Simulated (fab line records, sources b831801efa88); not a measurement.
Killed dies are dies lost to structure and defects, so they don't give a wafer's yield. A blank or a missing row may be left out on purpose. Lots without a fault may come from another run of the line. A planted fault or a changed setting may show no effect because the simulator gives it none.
fab line records | flow sky130
record lots=6 wafers=18 last_day=50
route steps=708 shown VT_ADJUST_NCORE@121 VT_ADJUST_HVTR@131 PAD_OPEN@708
lots that met no fault: from a run of the same line without faults
start_h: hours from the record's first day to the start of the lot's first wafer shown | wait_h: hours since the lot's step before | " the same as in the row above | L1.1+2: a row that stands for several wafers | - no value, or no start given | * or withheld: withheld | < > ~ a bound
route shown NAME@n: a module of which the file shows steps, and the number in the route of the first | usual: mean/standard deviation of fault-free wafers | same: alike in all rows | chamber/n: place in a boat | sites: the reading at each site | _std_site: their standard deviation | _edge_site: outer sites' mean less inner sites' | radius_mm: how far each site lies from the wafer's centre | mask NAME#n: copy n | behind: the tool/chamber that last shaped the wafer | hold: why the lot was held/for how many hours/how that ended | device: the transistor (n, p or np) that didn't switch | end of line: the same wafers' tests at the end of the route | a step without rows: its recipe alone | killed: dies lost to structure and defects at the first sort, not the wafer's yield | map: a wafer's dies, x killed, . not, _ none there
set.NAME: the setting as run; set.NAME@STEP: as run at that earlier step | model.NAME: the simulator's own value behind a step, which no gauge read
lots at some steps of the route; a table a step, a row a wafer
services: from which hour (start_h, from the record's first day; less than 0 if before it) a tool's chamber was out of use, for how many hours, and why
## steps
# step SKY_VT_ADJUST_NCORE_COAT_02
# recipe resist=NOVOLAK spin_rpm=3000 resist_thk_nm=1140
# step SKY_VT_ADJUST_NCORE_SOFTBAKE_03
# recipe temp_c=90 time_s=60 resist=NOVOLAK
# step SKY_VT_ADJUST_NCORE_EXPOSE_04
# recipe mask_id=LVTN_COMPLEMENT_THIN na=0.6 source_shape=conventional sigma_outer=0.6 polarization=unpolarized target_cd_nm=380 dose_mj=139
# step SKY_VT_ADJUST_NCORE_PEB_05
# recipe temp_c=withheld time_s=* resist=NOVOLAK
# step SKY_VT_ADJUST_NCORE_DEVELOP_06
# recipe resist=NOVOLAK developer=TMAH develop_time_s=60 dev_temp_c=23
# step SKY_VT_ADJUST_NCORE_CD_MEAS_07
# recipe target_cd_nm=380
# usual cd_nm=379.3/2
# columns lot.wafer tool chamber start_h wait_h cd_nm
L699.2 cd_sem-02 - 191.25 0.1 377.7
L699.5 " - " " 379.5
L699.6 " - " " 382.1
L706.1 cd_sem-02 - 237.35 0.1 377.4
L706.3 " - " " 375.2
L706.6 " - " " 374.9
L705.1 cd_sem-01 - 239.43 0.1 380.0
L705.4 " - " " 379.2
L705.5 " - " " 377.6
L719.2 cd_sem-01 - 333.20 0.1 378.3
L719.3 " - " " 378.9
L719.4 " - " " 376.4
L720.1 cd_sem-02 - 340.75 0.1 378.1
L720.4 " - " " 380.8
L720.5 " - " " 379.8
L721.2 cd_sem-01 - 343.97 0.2 377.7
L721.3 " - " " 378.5
L721.5 " - " " 379.7
# step SKY_VT_ADJUST_NCORE_OVL_MEAS_08
# usual VT_ADJUST_NCORE_OVL=-0.8/1.3
# columns lot.wafer tool chamber start_h wait_h VT_ADJUST_NCORE_OVL[nm]
L699.2 overlay-02 - 191.36 0.1 -0.9
L699.5 " - " " 0.0
L699.6 " - " " 0.0
L706.1 overlay-01 - 237.47 0.1 -1.6
L706.3 " - " " -0.6
L706.6 " - " " -0.2
L705.1 overlay-01 - 239.55 0.1 1.4
L705.4 " - " " 1.1
L705.5 " - " " 2.2
L719.2 overlay-01 - 333.30 0.1 0.0
L719.3 " - " " 0.3
L719.4 " - " " 0.8
L720.1 overlay-01 - 340.87 0.1 -1.1
L720.4 " - " " -2.0
L720.5 " - " " -1.1
L721.2 overlay-02 - 344.07 0.1 0.1
L721.3 " - " " 1.0
L721.5 " - " " -1.1
# step SKY_VT_ADJUST_NCORE_IMPLANT_09
# recipe species=B energy_kev=10 dose_cm2=2.4e+12 tilt_deg=withheld
# step SKY_VT_ADJUST_NCORE_STRIP_10
# recipe chemistry=O2/N2 power_w=1400 pressure_mtorr=1500 platen_temp_c=withheld o2_flow_sccm=3000 n2_flow_sccm=300 overash_fraction=0.5
# usual drypump_motor_current_A=5.8/0.56 oes_product_au=0.715/0.0047 strip_time_to_endpoint_s=14.18/0.043
# columns lot.wafer tool chamber start_h wait_h drypump_motor_current_A oes_product_au rf_hours_counter_h strip_time_to_endpoint_s
L699.2 plasma_asher-01 1 191.54 0.1 5.3 0.712 38 14.13
L699.5 " 1 " " 5.3 0.705 - 14.15
L699.6 " 0 " " 6.0 0.708 - 14.11
L706.1 plasma_asher-01 1 237.66 0.1 5.3 0.715 42 14.19
L706.3 " 1 " " 5.2 0.712 - 14.20
L706.6 " 1 " " 5.3 0.711 - 14.17
L705.1 plasma_asher-03 1 239.74 0.1 5.8 0.711 58 14.13
L705.4 " 0 " " 4.7 0.713 - 14.18
L705.5 " 0 " " 4.7 0.720 - 14.15
L719.2 plasma_asher-04 0 333.48 0.1 6.0 0.719 22 14.21
L719.3 " 1 " " 6.5 0.715 - 14.17
L719.4 " 0 " " 6.0 0.716 - 14.22
L720.1 plasma_asher-03 1 341.21 0.2 5.9 0.720 70 14.30
L720.4 " 1 " " 5.9 0.708 - 14.22
L720.5 " 0 " " 4.7 0.713 - 14.23
L721.2 plasma_asher-04 1 344.25 0.1 6.5 0.711 23 14.20
L721.3 " 1 " " 6.5 0.714 - 14.22
L721.5 " 1 " " 6.4 0.716 - 14.18
# step SKY_VT_ADJUST_NCORE_TW_MEAS_11
# usual VT_ADJUST_NCORE_TW=217.7/2.5
# columns lot.wafer tool chamber start_h wait_h VT_ADJUST_NCORE_TW
L699.2 film_metro-04 - 191.65 0.1 218.5
L699.5 " - " " 217.9
L699.6 " - " " 217.9
L706.1 film_metro-02 - 237.76 0.1 220.0
L706.3 " - " " 221.7
L706.6 " - " " 220.8
L705.1 film_metro-02 - 239.84 0.1 221.9
L705.4 " - " " 221.4
L705.5 " - " " 222.0
L719.2 film_metro-04 - 333.59 0.1 218.2
L719.3 " - " " 216.8
L719.4 " - " " 216.3
L720.1 film_metro-04 - 341.31 0.1 216.1
L720.4 " - " " 216.7
L720.5 " - " " 217.1
L721.2 film_metro-02 - 344.36 0.1 221.5
L721.3 " - " " 223.0
L721.5 " - " " 222.2
# step SKY_VT_ADJUST_HVTR_DEHYDRATE_00
# recipe temp_c=200 time_s=60
# step SKY_VT_ADJUST_HVTR_HMDS_01
# recipe prime_time_s=60 prime_temp_c=120
# step SKY_VT_ADJUST_HVTR_COAT_02
# recipe resist=NOVOLAK spin_rpm=3000 resist_thk_nm=1140
# usual spin_speed_rpm=2999.7/2.1
# columns lot.wafer tool chamber start_h wait_h spin_speed_rpm model.NOVOLAK_of_VT_ADJUST_HVTR_COAT_02.thk_nm
L699.2 litho_track-03 0 201.70 0.1 2997.4 1144
L699.5 " 0 " " 2995.6 1142
L699.6 " 0 " " 2998.7 1147
L706.1 litho_track-04 0 248.48 0.1 3147.0 1112
L706.3 " 0 " " 3148.3 1115
L706.6 " 0 " " 3149.7 1115
L705.1 litho_track-04 0 250.63 0.1 3150.7 1107
L705.4 " 0 " " 3149.0 1110
L705.5 " 0 " " 3151.2 1108
L719.2 litho_track-03 0 346.30 0.1 2998.4 1140
L719.3 " 0 " " 3001.8 1138
L719.4 " 0 " " 3000.2 1142
L720.1 litho_track-04 0 353.98 0.1 3002.1 1137
L720.4 " 0 " " 3000.4 1140
L720.5 " 0 " " 3002.3 1137
L721.2 litho_track-02 0 357.97 0.1 3002.9 1149
L721.3 " 0 " " 3000.3 1147
L721.5 " 0 " " 3004.0 1146
# step SKY_VT_ADJUST_HVTR_SOFTBAKE_03
# recipe temp_c=90 time_s=60 resist=NOVOLAK
# step SKY_VT_ADJUST_HVTR_EXPOSE_04
# recipe mask_id=HVTRM target_cd_nm=380 na=0.6 source_shape=conventional sigma_outer=0.6 dose_mj=150
# step SKY_VT_ADJUST_HVTR_PEB_05
# recipe temp_c=withheld time_s=* resist=NOVOLAK
# step SKY_VT_ADJUST_HVTR_DEVELOP_06
# recipe develop_time_s=60 dev_temp_c=23
# columns lot.wafer tool chamber start_h wait_h model.NOVOLAK_of_VT_ADJUST_HVTR_COAT_02.thk_nm
L699.2 litho_track-03 0 213.20 0.1 1144
L699.5 " 0 " " 1141
L699.6 " 0 " " 1147
L706.1 litho_track-04 0 259.98 0.1 1111
L706.3 " 0 " " 1115
L706.6 " 0 " " 1114
L705.1 litho_track-02 0 262.30 0.1 1106
L705.4 " 0 " " 1109
L705.5 " 0 " " 1108
L719.2 litho_track-02 0 360.52 0.1 1139
L719.3 " 0 " " 1137
L719.4 " 0 " " 1141
L720.1 litho_track-03 0 367.98 0.1 1137
L720.4 " 0 " " 1140
L720.5 " 0 " " 1136
L721.2 litho_track-02 0 372.32 0.1 1148
L721.3+5 " 0 " " 1146
# step SKY_VT_ADJUST_HVTR_CD_MEAS_07
# recipe target_cd_nm=380
# usual cd_nm=380.0/2.8
# columns lot.wafer tool chamber start_h wait_h cd_nm
L699.2 cd_sem-02 - 213.35 0.1 384.2
L699.5 " - " " 384.5
L699.6 " - " " 381.5
L706.1 cd_sem-02 - 260.13 0.1 382.6
L706.3 " - " " 382.4
L706.6 " - " " 384.9
L705.1 cd_sem-02 - 262.45 0.1 377.1
L705.4 " - " " 379.5
L705.5 " - " " 379.5
L719.2 cd_sem-01 - 360.67 0.1 381.0
L719.3 " - " " 381.5
L719.4 " - " " 380.7
L720.1 cd_sem-01 - 368.20 0.2 387.9
L720.4 " - " " 383.5
L720.5 " - " " 387.7
L721.2 cd_sem-01 - 372.47 0.1 379.6
L721.3 " - " " 382.8
L721.5 " - " " 381.0
# step SKY_VT_ADJUST_HVTR_OVL_MEAS_08
# usual VT_ADJUST_HVTR_OVL=0.6/1.6
# columns lot.wafer tool chamber start_h wait_h VT_ADJUST_HVTR_OVL[nm]
L699.2 overlay-01 - 213.45 0.1 -0.9
L699.5 " - " " -3.7
L699.6 " - " " 0.2
L706.1 overlay-01 - 260.25 0.1 -1.4
L706.3 " - " " 0.8
L706.6 " - " " -0.5
L705.1 overlay-01 - 262.57 0.1 -0.4
L705.4 " - " " -0.9
L705.5 " - " " 2.2
L719.2 overlay-02 - 360.77 0.1 2.7
L719.3 " - " " -0.2
L719.4 " - " " 1.6
L720.1 overlay-01 - 368.32 0.1 0.8
L720.4 " - " " 0.4
L720.5 " - " " -1.3
L721.2 overlay-02 - 372.57 0.1 0.5
L721.3 " - " " 0.7
L721.5 " - " " -0.4
# step SKY_VT_ADJUST_HVTR_IMPLANT_09
# recipe species=B energy_kev=10 dose_cm2=2.1e+12 tilt_deg=withheld
# step SKY_VT_ADJUST_HVTR_STRIP_10
# recipe chemistry=O2/N2 power_w=1400 pressure_mtorr=1500 platen_temp_c=withheld o2_flow_sccm=3000 n2_flow_sccm=300 overash_fraction=0.5
# usual drypump_motor_current_A=5.7/0.6 oes_product_au=0.715/0.0045 strip_time_to_endpoint_s=14.19/0.038
# columns lot.wafer tool chamber start_h wait_h drypump_motor_current_A oes_product_au rf_hours_counter_h strip_time_to_endpoint_s
L699.2 plasma_asher-03 1 213.63 0.1 5.9 0.713 56 14.23
L699.5 " 1 " " 5.9 0.709 - 14.17
L699.6 " 0 " " 4.7 0.718 - 14.26
L706.1 plasma_asher-03 1 260.44 0.1 5.9 0.723 60 13.86
L706.3 " 1 " " 5.9 0.720 - 13.88
L706.6 " 0 " " 4.7 0.710 - 13.86
L705.1 plasma_asher-03 1 262.76 0.1 5.9 0.711 61 13.77
L705.4 " 1 " " 5.9 0.712 - 13.80
L705.5 " 0 " " 4.7 0.718 - 13.81
L719.2 plasma_asher-03 0 360.95 0.1 4.7 0.720 72 14.18
L719.3 " 1 " " 5.9 0.715 - 14.15
L719.4 " 0 " " 4.7 0.710 - 14.20
L720.1 plasma_asher-04 1 368.51 0.1 6.4 0.723 25 14.15
L720.4 " 0 " " 6.0 0.719 - 14.19
L720.5 " 1 " " 6.5 0.713 - 14.14
L721.2 plasma_asher-04 1 372.75 0.1 6.5 0.708 25 14.29
L721.3 " 0 " " 6.0 0.718 - 14.24
L721.5 " 1 " " 6.5 0.717 - 14.26
# step SKY_VT_ADJUST_HVTR_TW_MEAS_11
# usual VT_ADJUST_HVTR_TW=209.4/2.6
# columns lot.wafer tool chamber start_h wait_h VT_ADJUST_HVTR_TW
L699.2 film_metro-01 - 213.74 0.1 208.8
L699.5 " - " " 208.1
L699.6 " - " " 208.4
L706.1 film_metro-01 - 260.54 0.1 206.4
L706.3 " - " " 207.5
L706.6 " - " " 207.2
L705.1 film_metro-01 - 262.86 0.1 206.6
L705.4 " - " " 207.7
L705.5 " - " " 206.3
L719.2 film_metro-02 - 361.06 0.1 212.5
L719.3 " - " " 213.1
L719.4 " - " " 213.0
L720.1 film_metro-01 - 368.61 0.1 207.7
L720.4 " - " " 208.5
L720.5 " - " " 209.2
L721.2 film_metro-04 - 372.86 0.1 208.3
L721.3 " - " " 207.6
L721.5 " - " " 207.6
# step SKY_PAD_OPEN_PROBE_99
# usual killed_at_M0_to_M3=43/6.5 killed_at_M4_up=3.3/2 killed_at_contacts=24/5.2 killed_at_front_end=16/4.2 killed_at_other=0.3/0.6 killed_dies=87/9.3 killed_open=47/7.8 killed_short=39/6.2
# same gross_dies=492 killed_at_back_side=0
# columns lot.wafer tool chamber start_h wait_h killed_at_M0_to_M3 killed_at_M4_up killed_at_contacts killed_at_front_end killed_at_other killed_dies killed_open killed_short
L699.2 prober-01 - 1085.28 0.1 43 4 35 19 0 101 54 46
L699.5 prober-01 - 1085.43 0.2 38 6 24 25 1 94 44 50
L699.6 prober-01 - 1085.48 0.2 58 3 29 21 0 111 58 52
L719.2 prober-02 - 1190.57 0.1 42 2 28 11 0 83 52 30
L719.3 prober-02 - 1190.62 0.2 38 2 20 22 1 83 46 35
L719.4 prober-02 - 1190.67 0.2 49 2 29 20 1 101 53 48
# killed by level:class
L699.2 CONTACT:geometric_particle:open=12 LI_CONTACT:geometric_particle:open=10 VIA1:geometric_particle:open=8 FIELD_ISO:geometric_particle:open=7 METAL1:geometric_particle:short=7 POLY_GATE:geometric_particle:short=5 METAL3:geometric_particle:short=5 CONTACT:geometric_particle:short=5
L699.5 CONTACT:geometric_particle:open=8 FIELD_ISO:geometric_particle:short=7 VIA3:geometric_particle:open=7 FIELD_ISO:geometric_particle:open=6 POLY_GATE:geometric_particle:short=6 LOCAL_INTERCONNECT:geometric_particle:short=5 METAL1:geometric_particle:short=5 VIA1:geometric_particle:open=5
L699.6 CONTACT:geometric_particle:open=12 METAL1:geometric_particle:short=11 VIA1:geometric_particle:open=10 LI_CONTACT:geometric_particle:open=7 VIA2:geometric_particle:open=7 METAL2:geometric_particle:short=6 VIA3:geometric_particle:open=6 FIELD_ISO:geometric_particle:open=5
L719.2 CONTACT:geometric_particle:open=10 VIA2:geometric_particle:open=8 VIA1:geometric_particle:open=8 LI_CONTACT:geometric_particle:open=7 VIA3:geometric_particle:open=7 CONTACT:geometric_particle:short=5 VIA1:geometric_particle:short=5 METAL2:geometric_particle:short=5
L719.3 VIA1:geometric_particle:open=11 POLY_GATE:geometric_particle:short=7 POLY_GATE:geometric_particle:open=6 CONTACT:geometric_particle:open=6 VIA2:geometric_particle:open=5 LI_CONTACT:geometric_particle:open=5 CONTACT:geometric_particle:short=5 VIA3:geometric_particle:open=5
L719.4 VIA2:geometric_particle:open=8 LI_CONTACT:geometric_particle:open=7 CONTACT:geometric_particle:short=7 CONTACT:geometric_particle:open=7 VIA1:geometric_particle:open=7 POLY_GATE:geometric_particle:open=6 METAL2:geometric_particle:short=6 VIA3:geometric_particle:open=6
## services
# columns tool chamber start_h hours kind
plasma_asher-04 - 203.15 1.4 repair
plasma_asher-01 - 221.84 5.4 repair
plasma_asher-01 - 292.93 46.3 repair
plasma_asher-04 - 320.73 2.9 repair
plasma_asher-04 - 350.92 3.7 repair
## key
first_sign step=SKY_VT_ADJUST_HVTR_COAT_02 reading=spin_speed_rpm direction=up sigmas=70 usual=2999.7 struck=3149.3
effect step=SKY_VT_ADJUST_HVTR_STRIP_10 reading=strip_time_to_endpoint_s direction=down sigmas=9.5 usual=* struck=*
model_effect step=SKY_VT_ADJUST_HVTR_COAT_02 value=NOVOLAK_of_VT_ADJUST_HVTR_COAT_02.thk_nm without=1139 struck=1111
model_effect step=SKY_VT_ADJUST_HVTR_DEVELOP_06 value=NOVOLAK_of_VT_ADJUST_HVTR_COAT_02.thk_nm without=1138 struck=1111
met_at SKY_VT_ADJUST_HVTR_COAT_02
struck_wafers L705.1,L705.4,L705.5,L706.1,L706.3,L706.6
tester_left_out L705,L706
fault kind=process_parameter_drift tool=litho_track-04 chamber=- onset_h=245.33 steps=SKY_VT_ADJUST_HVTR_COAT_02 channel=spin_rpm offset=150.48 shape=step end_h=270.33 acts_in=these_recipes_only stated=3000
# tester_left_out: of these lots the tester's yield and bins aren't shown, on N5 and GAA mostly nor the transistor test; their killed dies are dies lost to structure and defects alone, not to doping, threshold or leakage, so they don't give the yield
